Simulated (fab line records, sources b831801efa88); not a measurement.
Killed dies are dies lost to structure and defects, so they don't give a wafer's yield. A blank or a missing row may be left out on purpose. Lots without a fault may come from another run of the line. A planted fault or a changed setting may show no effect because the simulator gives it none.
Chamber matching | flow gf180mcu | GF_CONTACT_CMP_27 on cmp-01: 4 sister chambers
The step polishes, stops on SiO2, t overpolish 15 s, target thk 0 nm. 14 wafers are shown with their chamber, then 7 later ones without.

WAFERS WITH THEIR CHAMBER
wafer  | chamber | motor_current_A (A)
L446.1 | 0       | 11.1
L446.4 | 2       | 10.7
L446.5 | 1       | 12.5
L447.2 | 3       | 10.4
L447.4 | 0       | 11.4
L447.6 | 2       | 10.4
L455.2 | 1       | 13.0
L455.3 | 0       | 11.6
L455.5 | 2       | 10.7
L460.1 | 1       | 12.5
L460.4 | 0       | 11.6
L460.6 | 3       | 10.7
L463.1 | 2       | 10.3
L463.3 | 1       | 12.3

SIGNATURES (means of the wafers above)
reading         | chamber 0 | chamber 1 | chamber 2 | chamber 3 | scatter within a chamber
motor_current_A | 11.425    | 12.575    | 10.525    | 10.550    | 0.246
Rule: a wafer's distance from a chamber is the root of the sum, over the readings, of the square of ((its reading less the chamber's mean) divided by the reading's scatter). The wafer belongs to the nearest chamber; if the next one is less than 2 further off, it can't be placed. The scatter: the root of (the sum of the squares of (reading less its chamber's mean) over the shown wafers, divided by (wafers less chambers)).

WAFERS WITHOUT THEIR CHAMBER
wafer  | motor_current_A (A)
L463.5 | 10.8
L465.1 | 10.4
L465.2 | 11.0
L465.5 | 11.2
L468.2 | 10.4
L468.3 | 11.9
L468.4 | 11.9

WHICH CHAMBER EACH WENT THROUGH
wafer  | from the rows above          | in truth
L463.5 | can't be placed: 3 or 2 or 0 | 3
L465.1 | can't be placed: 2 or 3      | 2
L465.2 | can't be placed: 0 or 3 or 2 | 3
L465.5 | can't be placed: 0 or 3 or 2 | 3
L468.2 | can't be placed: 2 or 3      | 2
L468.3 | can't be placed: 0 or 1      | 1
L468.4 | can't be placed: 0 or 1      | 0
Placed correctly: 0 of 7. Can't be placed from these rows: 7 (the true chamber is among the candidates in 7). Placed wrongly: 0.
